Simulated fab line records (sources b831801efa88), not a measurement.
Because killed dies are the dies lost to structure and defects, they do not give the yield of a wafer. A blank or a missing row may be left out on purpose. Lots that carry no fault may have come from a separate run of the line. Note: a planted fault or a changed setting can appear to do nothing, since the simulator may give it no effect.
The tool behind it: which one? | flow sky130 | Sampling: 6 lots, 18 wafers, 3 of 708 route steps

## WHAT THE GAUGES READ, wafer by wafer
SKY_LDD_N_OVL_MEAS_07.
lot  | measured     | on         | LDD_N_OVL (nm)
L295 | day 18 11:44 | overlay-02 | -2.2 -1.6 -1.6
L305 | day 22 13:42 | overlay-01 | 1.6 1.1 -0.5
L307 | day 23 01:47 | overlay-02 | 0.7 -1.5 0.8
L310 | day 24 02:22 | overlay-02 | 4.0 1.8 1.8
L313 | day 25 01:48 | overlay-02 | -1.3 -2.5 -1.0
L316 | day 26 02:35 | overlay-02 | -3.3 0.3 -2.6

## WHAT TOOL EACH LOT RAN ON (gives the tool, then ch and the chambers of the sampled wafers, and finally the start)
lot  | SKY_GATE_OXIDE_STRIP_13              | SKY_POLY_GATE_STRIP_18
L295 | plasma asher-02 ch 0,1, day 14 13:47 | plasma asher-02 ch 0,1, day 17 05:32
L305 | plasma asher-04 ch 0,1, day 18 08:42 | plasma asher-03 ch 1, day 21 05:10
L307 | plasma asher-03 ch 0, day 18 22:53   | plasma asher-03 ch 0,1, day 21 18:40
L310 | plasma asher-04 ch 0,1, day 19 23:41 | plasma asher-02 ch 0,1, day 22 19:09
L313 | plasma asher-03 ch 0,1, day 21 00:35 | plasma asher-01 ch 0,1, day 23 18:59
L316 | plasma asher-04 ch 0,1, day 22 00:20 | plasma asher-02 ch 0,1, day 24 18:28
- SKY_GATE_OXIDE_STRIP_13: strips in O2/N2.
- SKY_POLY_GATE_STRIP_18: strips in O2/N2.

## THE ANSWER, worked out from the rows above alone
Rule: the lots themselves supply what counts as usual. The widest of any qualifying gaps counts: lots, ordered by their means at a reading, are off when they make up no more than a third of the lots, leave a main group of 4 or more, and stand apart from it by 3 or more times the standard deviation of that group's means. If all means in a main group match to the digits the tables above print for the reading, that group is not used. Also off: a lot with no number at a reading for which 4 or more lots have one. The other lots that the step has rows for count as sound.
Across all readings shown, no lot is off: no conclusion can be drawn from this.

## WHAT THE SIMULATOR PUT IN
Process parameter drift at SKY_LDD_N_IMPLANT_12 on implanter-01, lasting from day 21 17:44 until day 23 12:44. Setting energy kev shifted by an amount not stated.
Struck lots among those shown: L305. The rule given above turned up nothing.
